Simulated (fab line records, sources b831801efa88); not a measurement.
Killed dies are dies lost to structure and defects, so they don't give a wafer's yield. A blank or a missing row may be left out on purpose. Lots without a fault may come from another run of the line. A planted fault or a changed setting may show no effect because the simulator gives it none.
Split-lot experiment | flow sfq_line | 5 lots, 23 wafers read, on a route of 325 steps

THE SPLIT
At SFQ_TRILAYER_M1_DEP_SPUTTER_037 (material Nb, target thk 200 nm, time 133.3 s), the setting time_s was moved away from the recipe's 133.3 s on 6 of the 23 wafers read, by -13.0% to +14.0%. The other wafers ran this setting at the recipe's value.

The file shows no step between the split and the reading.

THE READING
M1_NB_RS, in ohm/sq, at SFQ_M1_RS_MEAS_909 (measures by four-point-probe). Fault-free wafers of this fab line usually give 0.890 ohm/sq, standard deviation 0.0092 ohm/sq.

wafer  | tool, chamber at the split | time_s as run, s | against the recipe | M1_NB_RS, ohm/sq | against lot-mates on the recipe
L074.1 | pvd_sputter-04, -          | 133.3            | recipe             | 0.898            | -
L074.2 | pvd_sputter-04, -          | 133.3            | recipe             | 0.891            | -
L074.3 | pvd_sputter-04, -          | 133.3            | recipe             | 0.893            | -
L074.4 | pvd_sputter-04, -          | 133.3            | recipe             | 0.887            | -
L074.5 | pvd_sputter-04, -          | 133.3            | recipe             | 0.896            | -
L077.1 | pvd_sputter-06, -          | 133.3            | recipe             | 0.897            | -
L077.4 | pvd_sputter-06, -          | 133.3            | recipe             | 0.891            | -
L077.5 | pvd_sputter-06, -          | 133.3            | recipe             | 0.896            | -
L082.1 | pvd_sputter-04, -          | 116              | -13.0%             | 1.025            | +0.132
L082.2 | pvd_sputter-04, -          | 133.3            | recipe             | 0.891            | -
L082.3 | pvd_sputter-04, -          | 133.3            | recipe             | 0.896            | -
L082.4 | pvd_sputter-04, -          | 133.3            | recipe             | 0.893            | -
L082.5 | pvd_sputter-04, -          | 116              | -13.0%             | 1.036            | +0.143
L084.1 | pvd_sputter-06, -          | 151.9            | +14.0%             | 0.774            | -0.112
L084.3 | pvd_sputter-06, -          | 151.9            | +14.0%             | 0.772            | -0.114
L084.4 | pvd_sputter-06, -          | 133.3            | recipe             | 0.886            | -
L084.5 | pvd_sputter-06, -          | 133.3            | recipe             | 0.879            | -
L084.6 | pvd_sputter-06, -          | 133.3            | recipe             | 0.893            | -
L085.1 | pvd_sputter-04, -          | 133.3            | recipe             | 0.880            | -
L085.2 | pvd_sputter-04, -          | 133.3            | recipe             | 0.879            | -
L085.3 | pvd_sputter-04, -          | 118.3            | -11.3%             | 0.975            | +0.097
L085.4 | pvd_sputter-04, -          | 133.3            | recipe             | 0.876            | -
L085.6 | pvd_sputter-04, -          | 118.3            | -11.3%             | 0.994            | +0.116

THE FIT
A straight line over all 23 wafers: M1_NB_RS changes by -0.00919 ohm/sq for each +1% of time_s; r = -0.99; the points scatter about the line by 0.01 ohm/sq.
The same after taking each lot's own level away (the mean of its wafers on the recipe; 23 wafers): -0.00923 ohm/sq for each +1%; r = -0.99; scatter 0.008 ohm/sq.
On that fit, the largest move of time_s shifts the reading by 0.13 ohm/sq.
The lots' own levels span 0.8783 to 0.8947 ohm/sq, that is 1.8 times the standard deviation above.
So the lot-to-lot level changes the slope little: the two slopes agree.
Check: with one of the wafers moved furthest among these (+14.0%) left out of the fit, the line predicts -0.131 ohm/sq for it against its lot-mates. It came out at -0.112 ohm/sq against them.

OTHER SPLITS ON THESE WAFERS
These wafers also went through other splits before the reading. Each is held against what the fit with the lots' levels taken away leaves over:
other split on the same wafers                 | wafers away from the commonest value | r with M1_NB_RS (lot level and that fit taken away)
SFQ_TRILAYER_L0_LITHO_COAT_010 spin_rpm        | 9                                    | +0.03
SFQ_TRILAYER_L0_BARC_OPEN_METAL_ETCH_010 icp_w | 8                                    | -0.03
SFQ_TRILAYER_L0_CAP_PECVD_011 time_s           | 11                                   | +0.17
SFQ_TRILAYER_L0_VIA_ETCH_VIA_ETCH_016 source_w | 8                                    | -0.01
SFQ_TRILAYER_M0_DEP_SPUTTER_019 time_s         | 8                                    | -0.08
SFQ_TRILAYER_M0_LITHO_COAT_026 resist_thk_nm   | 7                                    | +0.32
SFQ_TRILAYER_M0_ETCH_METAL_ETCH_024 icp_w      | 10                                   | +0.08
SFQ_TRILAYER_I0_CMP_CMP_028 leave_above_ref_nm | 10                                   | +0.12
SFQ_TRILAYER_I0_VIA_ETCH_VIA_ETCH_034 bias_w   | 11                                   | +0.31

THE WHOLE CHAIN: every reading that the file lists as answering this split, in the file's order
step                            | what it does                                 | reading                                                                                   | change (the file's fit)              | r (the file's)
SFQ_TRILAYER_M1_DEP_SPUTTER_037 | material Nb, target thk 200 nm, time 133.3 s | Nb_of_TRILAYER_M1_DEP_SPUTTER_037.thk_nm (the simulator's own value, which no gauge read) | +2.02 nm for each +1% of the setting | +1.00
SFQ_M1_RS_MEAS_909              | measures by four-point-probe                 | M1_NB_RS                                                                                  | -0.0093 for each +1% of the setting  | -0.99

THE FILE'S OWN FIT
M1_NB_RS changes by -0.0093 ohm/sq for each +1% of time_s, r = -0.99.
